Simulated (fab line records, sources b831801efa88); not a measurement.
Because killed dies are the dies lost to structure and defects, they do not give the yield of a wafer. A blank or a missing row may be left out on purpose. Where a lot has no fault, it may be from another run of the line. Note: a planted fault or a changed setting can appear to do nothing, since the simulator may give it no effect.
Which tool did it? | flow sky130 | 13 lots with 39 wafers sampled at 7 steps, on a route of 708 steps

== WHAT THE GAUGES SHOWED, per wafer ==
SKY_VT_ADJUST_NCORE_TW_MEAS_11.
lot  | measured     | on           | VT_ADJUST_NCORE_TW
L290 | day 8 19:55  | filmMetro-01 | 219.5 219.5 219.2
L291 | day 9 02:20  | filmMetro-01 | 219.6 219.9 220.3
L293 | day 10 06:47 | filmMetro-03 | 220.1 220.6 221.8
L294 | day 10 11:49 | filmMetro-02 | 216.7 217.5 217.0
L297 | day 11 04:10 | filmMetro-02 | 218.3 218.9 219.2
L298 | day 11 15:23 | filmMetro-01 | 220.9 220.1 220.3
L301 | day 12 08:35 | filmMetro-03 | 222.9 222.7 222.0
L305 | day 13 12:11 | filmMetro-03 | 219.7 219.8 219.4
L307 | day 14 03:10 | filmMetro-03 | 220.8 221.8 220.4
L308 | day 14 04:45 | filmMetro-01 | 221.4 221.5 221.2
L309 | day 14 18:36 | filmMetro-03 | 220.6 221.1 220.7
L310 | day 15 02:22 | filmMetro-02 | 219.1 218.8 219.0
L311 | day 15 06:59 | filmMetro-02 | 218.0 218.4 219.6

SKY_VT_ADJUST_HVTR_CD_MEAS_07: the cd target is 380 nm.
lot  | measured     | on       | cdNm (nm)
L290 | day 9 17:51  | cdSem-01 | 383.4 382.6 379.0
L291 | day 10 01:16 | cdSem-01 | 377.1 380.3 376.7
L293 | day 11 06:23 | cdSem-01 | 378.9 381.3 377.9
L294 | day 11 11:02 | cdSem-01 | 380.2 380.6 380.8
L297 | day 12 04:01 | cdSem-01 | 378.7 382.3 380.2
L298 | day 12 15:51 | cdSem-01 | 382.7 385.2 381.3
L301 | day 13 09:23 | cdSem-01 | 380.9 381.3 376.6
L305 | day 14 13:40 | cdSem-01 | 376.9 378.8 377.4
L307 | day 15 05:12 | cdSem-02 | 380.6 380.8 382.7
L308 | day 15 05:55 | cdSem-02 | 375.4 380.2 377.9
L309 | day 15 21:52 | cdSem-01 | 380.4 380.3 377.8
L310 | day 16 06:11 | cdSem-01 | 377.7 378.9 377.4
L311 | day 16 10:17 | cdSem-02 | 377.7 380.7 378.6

SKY_VT_ADJUST_PCH_OVL_MEAS_07.
lot  | measured     | on         | VT_ADJUST_PCH_OVL (nm)
L290 | day 10 16:43 | overlay-01 | 0.6 0.3 -0.9
L291 | day 11 00:15 | overlay-02 | 1.0 2.5 0.7
L293 | day 12 06:08 | overlay-02 | -0.9 -1.9 -3.1
L294 | day 12 11:02 | overlay-02 | 1.6 0.2 0.2
L297 | day 13 05:32 | overlay-02 | - - -
L298 | day 13 17:00 | overlay-02 | -0.5 0.8 -0.2
L301 | day 14 11:28 | overlay-01 | 0.7 0.8 -2.0
L305 | day 15 16:24 | overlay-01 | 0.7 1.8 1.1
L307 | day 16 08:50 | overlay-01 | 1.7 -0.8 -0.5
L308 | day 16 09:47 | overlay-02 | -0.2 -2.5 -1.4
L309 | day 17 02:09 | overlay-01 | -0.6 2.7 3.4
L310 | day 17 10:08 | overlay-01 | -0.7 0.0 0.9
L311 | day 17 14:31 | overlay-01 | 0.5 0.3 0.5

SKY_VT_ADJUST_PCH_TW_MEAS_10.
lot  | measured     | on           | VT_ADJUST_PCH_TW
L290 | day 10 17:01 | filmMetro-02 | 141.5 141.3 140.8
L291 | day 11 00:32 | filmMetro-02 | 141.7 141.7 142.0
L293 | day 12 06:26 | filmMetro-03 | 144.2 144.2 143.1
L294 | day 12 11:20 | filmMetro-04 | 143.3 142.5 142.9
L297 | day 13 05:49 | filmMetro-02 | 29.9 29.9 29.8
L298 | day 13 17:17 | filmMetro-02 | 142.5 141.7 141.2
L301 | day 14 11:46 | filmMetro-03 | 143.1 143.2 142.9
L305 | day 15 16:41 | filmMetro-03 | 143.3 143.0 142.5
L307 | day 16 09:08 | filmMetro-02 | 142.3 142.0 141.6
L308 | day 16 10:05 | filmMetro-04 | 143.3 143.1 143.1
L309 | day 17 02:26 | filmMetro-04 | 142.8 141.8 142.4
L310 | day 17 10:25 | filmMetro-02 | 140.1 139.5 140.6
L311 | day 17 14:48 | filmMetro-02 | 138.3 139.8 139.4

SKY_SONOS_TUNNEL_TW_MEAS_12.
lot  | measured     | on           | SONOS_TUNNEL_TW
L290 | day 11 17:22 | filmMetro-03 | 196.9 198.0 198.4
L291 | day 12 00:43 | filmMetro-03 | 200.5 198.8 199.7
L293 | day 13 07:46 | filmMetro-04 | 198.3 197.4 198.0
L294 | day 13 12:31 | filmMetro-04 | 197.4 197.6 197.7
L297 | day 14 07:22 | filmMetro-01 | 213.5 213.2 214.2
L298 | day 14 19:03 | filmMetro-03 | 198.1 198.0 197.5
L301 | day 15 14:09 | filmMetro-01 | 198.1 197.9 197.7
L305 | day 16 21:13 | filmMetro-04 | 198.8 198.3 198.7
L307 | day 17 13:01 | filmMetro-04 | 197.3 197.9 197.4
L308 | day 17 14:32 | filmMetro-04 | 197.0 197.1 198.7
L309 | day 18 07:39 | filmMetro-03 | 198.4 198.0 198.0
L310 | day 18 16:05 | filmMetro-03 | 199.8 198.8 198.0
L311 | day 18 20:47 | filmMetro-01 | 197.9 198.8 198.1

== WHAT TOOL EACH LOT RAN ON (gives the tool, then ch and the chambers of the sampled wafers, and finally the start) ==
lot  | SKY_NWELL_STRIP_14                  | SKY_VT_ADJUST_PCH_EXPOSE_04
L290 | plasmaAsher-03 ch 0,1, day 4 16:49  | ilineStepper-01 ch 0, day 10 05:12
L291 | plasmaAsher-02 ch 0,1, day 4 22:38  | ilineStepper-02 ch 0, day 10 13:21
L293 | plasmaAsher-04 ch 0,1, day 5 22:44  | ilineStepper-01 ch 0, day 11 19:09
L294 | plasmaAsher-03 ch 0,1, day 6 01:23  | ilineStepper-01 ch 0, day 11 23:37
L297 | plasmaAsher-03 ch 0,1, day 6 15:38  | ilineStepper-01 ch 0, day 12 17:09
L298 | plasmaAsher-02 ch 0,1, day 7 01:05  | ilineStepper-02 ch 0, day 13 04:50
L301 | plasmaAsher-03 ch 0,1, day 7 14:16  | ilineStepper-01 ch 0, day 13 22:50
L305 | plasmaAsher-03 ch 0,1, day 8 14:23  | ilineStepper-01 ch 0, day 15 03:34
L307 | plasmaAsher-03 ch 0,1, day 9 02:20  | ilineStepper-02 ch 0, day 15 18:34
L308 | plasmaAsher-04 ch 0,1, day 9 04:41  | ilineStepper-01 ch 0, day 15 20:01
L309 | plasmaAsher-04 ch 0,1, day 9 16:14  | ilineStepper-02 ch 0, day 16 12:07
L310 | plasmaAsher-03 ch 0, day 9 22:31    | ilineStepper-01 ch 0, day 16 20:05
L311 | plasmaAsher-04 ch 0,1, day 10 03:05 | ilineStepper-01 ch 0, day 17 00:46
- SKY_NWELL_STRIP_14: strips in O2/N2.
- SKY_VT_ADJUST_PCH_EXPOSE_04: exposes mask NWM, target cd 840 nm.

== AS READ BY THE TOOLS THEMSELVES (means over the sampled wafers that have a number; for cases with no such wafer, the mark the record gives instead) ==
SKY_NWELL_STRIP_14.
lot  | tool           | drypumpMotorCurrentA (A) | oesProductAu (a.u.) | stripTimeToEndpointS (s)
L290 | plasmaAsher-03 | 5.0                      | 0.731               | 36.56
L291 | plasmaAsher-02 | 6.1                      | 0.731               | 36.75
L293 | plasmaAsher-04 | 5.5                      | 0.728               | 36.72
L294 | plasmaAsher-03 | 5.3                      | 0.722               | 36.68
L297 | plasmaAsher-03 | 5.3                      | 0.726               | 36.61
L298 | plasmaAsher-02 | 6.0                      | 0.725               | 36.70
L301 | plasmaAsher-03 | 5.3                      | 0.729               | 36.83
L305 | plasmaAsher-03 | 5.3                      | 0.722               | 36.65
L307 | plasmaAsher-03 | 5.0                      | 0.728               | 36.72
L308 | plasmaAsher-04 | 5.5                      | 0.724               | 36.68
L309 | plasmaAsher-04 | 5.5                      | 0.725               | 36.63
L310 | plasmaAsher-03 | 4.8                      | 0.723               | 36.85
L311 | plasmaAsher-04 | 5.4                      | 0.723               | 36.55

SKY_VT_ADJUST_PCH_EXPOSE_04.
lot  | tool            | reticleTempC (C)
L290 | ilineStepper-01 | 23.03
L291 | ilineStepper-02 | 22.83
L293 | ilineStepper-01 | 22.98
L294 | ilineStepper-01 | 23.06
L297 | ilineStepper-01 | 23.13
L298 | ilineStepper-02 | 22.92
L301 | ilineStepper-01 | 23.06
L305 | ilineStepper-01 | 22.99
L307 | ilineStepper-02 | 23.01
L308 | ilineStepper-01 | 22.95
L309 | ilineStepper-02 | 23.09
L310 | ilineStepper-01 | 23.05
L311 | ilineStepper-01 | 22.93

== THE ANSWER, worked out from the rows above alone ==
Rule: the lots themselves supply what counts as usual. The widest of any qualifying gaps counts: lots, ordered by their means at a reading, are off when they make up no more than a third of the lots, leave a main group of 4 or more, and stand apart from it by 3 or more times the standard deviation of that group's means. The tables above print the reading to a certain number of digits; a main group whose means all agree to those digits is not used. A lot without any number at a reading at which 4 lots or more have one is off too. Where the step has rows for the other lots, those lots are counted as sound. First the gauges in route order, then the tools' own readings, where a lot's mean is used as printed above. At the first step where some lot is off, the reading lying furthest off is the one used; lots without a number count as furthest.
Off: L297, at SKY_VT_ADJUST_PCH_OVL_MEAS_07 (VT_ADJUST_PCH_OVL). Without a number there: L297. For the main group the mean is 0.2 nm and the standard deviation 1.
If a tool, at a process step before that reading, ran all the lots that are off and no sound lot after the first of them, it fits. Not tried: the gauges at SKY_VT_ADJUST_PCH_OVL_MEAS_07; whatever is off there is also off at SKY_VT_ADJUST_PCH_TW_MEAS_10, on other tools, and gauge error can't account for it. Not one of the candidates tried fits.

== WHAT HAD BEEN PUT IN BY THE SIMULATOR ==
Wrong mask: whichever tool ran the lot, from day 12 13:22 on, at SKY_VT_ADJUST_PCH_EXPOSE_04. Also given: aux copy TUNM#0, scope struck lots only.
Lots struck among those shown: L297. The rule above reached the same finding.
